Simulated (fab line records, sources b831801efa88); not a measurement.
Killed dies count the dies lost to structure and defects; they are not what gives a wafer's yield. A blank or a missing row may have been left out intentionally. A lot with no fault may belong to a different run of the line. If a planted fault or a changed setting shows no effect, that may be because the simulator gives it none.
What tool caused it? ; flow sky130 ; 6 lots (18 wafers sampled), 1 step of a 708-step route

WHAT THE GAUGES SHOWED, per wafer
SKY_VT_ADJUST_PCH_TW_MEAS_10.
lot;measured;on;VT_ADJUST_PCH_TW
L292;day 11 04:46;filmMetro-03;143.8 143.5 144.2
L295;day 11 23:56;filmMetro-04;143.1 144.5 144.0
L297;day 12 18:30;filmMetro-02;143.4 143.5 142.7
L305;day 15 07:08;filmMetro-04;143.8 143.2 143.3
L308;day 16 05:43;filmMetro-02;142.0 142.0 143.4
L310;day 16 19:32;filmMetro-03;144.1 144.4 144.4

WHAT TOOL EACH LOT RAN ON (gives the tool, then ch and the chambers of the sampled wafers, and finally the start)
Record: no process step prior to these readings.

THE ANSWER, worked out from the rows above alone
Rule: the lots themselves supply what counts as usual. Put in order of their means at a reading, lots are off if they are a third of the lots or fewer, leave a main group of 4 or more, and stand apart from it by a gap of 3 or more times the standard deviation of the main group's means; of several such gaps the widest counts. Not used: any main group whose means are identical at the precision the tables above print for the reading. Also off: a lot with no number at a reading for which 4 or more lots have one. All remaining lots with rows at the step are treated as sound.
Across all readings shown, no lot is off: no conclusion can be drawn from this.

WHAT WAS PUT IN BY THE SIMULATOR
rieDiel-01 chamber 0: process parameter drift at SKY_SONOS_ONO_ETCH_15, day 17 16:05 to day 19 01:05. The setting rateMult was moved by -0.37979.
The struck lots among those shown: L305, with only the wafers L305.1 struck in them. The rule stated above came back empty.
